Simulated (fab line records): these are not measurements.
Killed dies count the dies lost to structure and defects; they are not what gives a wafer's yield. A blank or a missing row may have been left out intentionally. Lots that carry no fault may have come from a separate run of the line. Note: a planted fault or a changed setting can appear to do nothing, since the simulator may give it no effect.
Which of the tools did it? + flow sky130 + 42 wafers from 14 lots sampled at 3 of the route's 708 steps

## WHAT THE GAUGES SHOWED, per wafer
SKY_VIA4_THK_MEAS_01.
| lot  | measured     | on            | VIA4_HDPCVD_THK (nm) |
|------|--------------|---------------|----------------------|
| L114 | day 43 04:25 | film metro-01 | 1759 1777 1749       |
| L113 | day 43 05:32 | film metro-01 | 1751 1750 1761       |
| L115 | day 43 16:23 | film metro-01 | 1740 1740 1754       |
| L116 | day 43 17:03 | film metro-01 | 1734 1706 1720       |
| L119 | day 44 15:32 | film metro-01 | 1749 1735 1731       |
| L120 | day 44 23:34 | film metro-01 | 1752 1754 1740       |
| L122 | day 45 05:45 | film metro-01 | 1768 1773 1755       |
| L123 | day 45 11:29 | film metro-01 | 1755 1768 1758       |
| L124 | day 45 18:03 | film metro-02 | 1775 1778 1777       |
| L125 | day 46 11:08 | film metro-02 | 1751 1786 1785       |
| L128 | day 46 18:20 | film metro-01 | 1787 1734 1745       |
| L130 | day 47 06:41 | film metro-01 | 1770 1772 1735       |
| L131 | day 47 08:38 | film metro-01 | 1779 1797 1781       |
| L135 | day 48 11:43 | film metro-02 | 1769 1781 1718       |

## WHICH TOOL RAN EACH LOT (tool, then ch and the chambers of the sampled wafers, then the start)
| lot  | SKY_LI_CONTACT_SPUTTER_20    | SKY_METAL4_ETCH_17                 |
|------|------------------------------|------------------------------------|
| L114 | pvd sputter-02, day 30 12:36 | rie diel-02 ch 1,3, day 43 03:26   |
| L113 | pvd sputter-03, day 30 13:04 | rie diel-01 ch 2,3, day 43 04:34   |
| L115 | pvd sputter-04, day 30 23:30 | rie diel-03 ch 0,3, day 43 15:25   |
| L116 | pvd sputter-04, day 31 02:29 | rie diel-02 ch 0,2,3, day 43 16:04 |
| L119 | pvd sputter-02, day 32 03:56 | rie diel-02 ch 1,2,3, day 44 14:28 |
| L120 | pvd sputter-04, day 32 11:26 | rie diel-01 ch 2,3, day 44 22:32   |
| L122 | pvd sputter-03, day 32 18:13 | rie diel-02 ch 2,3, day 45 04:46   |
| L123 | pvd sputter-04, day 33 04:43 | rie diel-01 ch 1,2,3, day 45 10:29 |
| L124 | pvd sputter-03, day 33 12:44 | rie diel-01 ch 0,1, day 45 17:03   |
| L125 | pvd sputter-03, day 34 08:16 | rie diel-01 ch 1,2, day 46 10:05   |
| L128 | pvd sputter-04, day 34 18:11 | rie diel-03 ch 0,1, day 46 16:53   |
| L130 | pvd sputter-04, day 35 10:52 | rie diel-01 ch 1,2,3, day 47 05:41 |
| L131 | pvd sputter-04, day 35 14:37 | rie diel-03 ch 1,2,3, day 47 07:34 |
| L135 | pvd sputter-02, day 37 00:02 | rie diel-02 ch 1,2, day 48 10:44   |
- SKY_LI_CONTACT_SPUTTER_20: material TiN, target thk 20 nm, time 80 s.
- SKY_METAL4_ETCH_17: etches SiO2 in C4F8/O2/Ar, stops on TiN, time 3.9 s, target depth 15 nm.

## AS READ BY THE TOOLS THEMSELVES (means over the sampled wafers that have a number; for cases with no such wafer, the mark the record gives instead)
SKY_LI_CONTACT_SPUTTER_20.
| lot  | tool           | throttle valve pct (%) |
|------|----------------|------------------------|
| L114 | pvd sputter-02 | 30.2                   |
| L113 | pvd sputter-03 | 30.3                   |
| L115 | pvd sputter-04 | 30.9                   |
| L116 | pvd sputter-04 | 30.5                   |
| L119 | pvd sputter-02 | 29.6                   |
| L120 | pvd sputter-04 | 30.0                   |
| L122 | pvd sputter-03 | 30.7                   |
| L123 | pvd sputter-04 | 30.0                   |
| L124 | pvd sputter-03 | 29.7                   |
| L125 | pvd sputter-03 | 31.1                   |
| L128 | pvd sputter-04 | 30.1                   |
| L130 | pvd sputter-04 | 30.2                   |
| L131 | pvd sputter-04 | 31.3                   |
| L135 | pvd sputter-02 | 29.8                   |

SKY_METAL4_ETCH_17.
| lot  | tool        | oes product au (a.u.) |
|------|-------------|-----------------------|
| L114 | rie diel-02 | 0.746                 |
| L113 | rie diel-01 | 0.746                 |
| L115 | rie diel-03 | 0.746                 |
| L116 | rie diel-02 | 0.746                 |
| L119 | rie diel-02 | 0.747                 |
| L120 | rie diel-01 | 0.757                 |
| L122 | rie diel-02 | 0.756                 |
| L123 | rie diel-01 | 0.752                 |
| L124 | rie diel-01 | 0.754                 |
| L125 | rie diel-01 | 0.744                 |
| L128 | rie diel-03 | 0.752                 |
| L130 | rie diel-01 | 0.757                 |
| L131 | rie diel-03 | 0.759                 |
| L135 | rie diel-02 | 0.754                 |

## THE ANSWER, worked out from the rows above alone
Rule: usual is defined by the lots themselves. Put in order of their means at a reading, lots are off if they are a third of the lots or fewer, leave a main group of 4 or more, and stand apart from it by a gap of 3 or more times the standard deviation of the main group's means; of several such gaps the widest counts. A main group is skipped when, at the precision printed for the reading in the tables above, its means are all equal. A lot without any number at a reading at which 4 lots or more have one is off too. Any other lot the step has rows for is counted as sound. First the gauges in route order, then the tools' own readings, where a lot's mean is used as printed above. At the first step where some lot is off, the reading lying furthest off is the one used; lots without a number count as furthest.
Nothing can be told from this: no lot is off at any reading shown.

## WHAT HAD BEEN PUT IN BY THE SIMULATOR
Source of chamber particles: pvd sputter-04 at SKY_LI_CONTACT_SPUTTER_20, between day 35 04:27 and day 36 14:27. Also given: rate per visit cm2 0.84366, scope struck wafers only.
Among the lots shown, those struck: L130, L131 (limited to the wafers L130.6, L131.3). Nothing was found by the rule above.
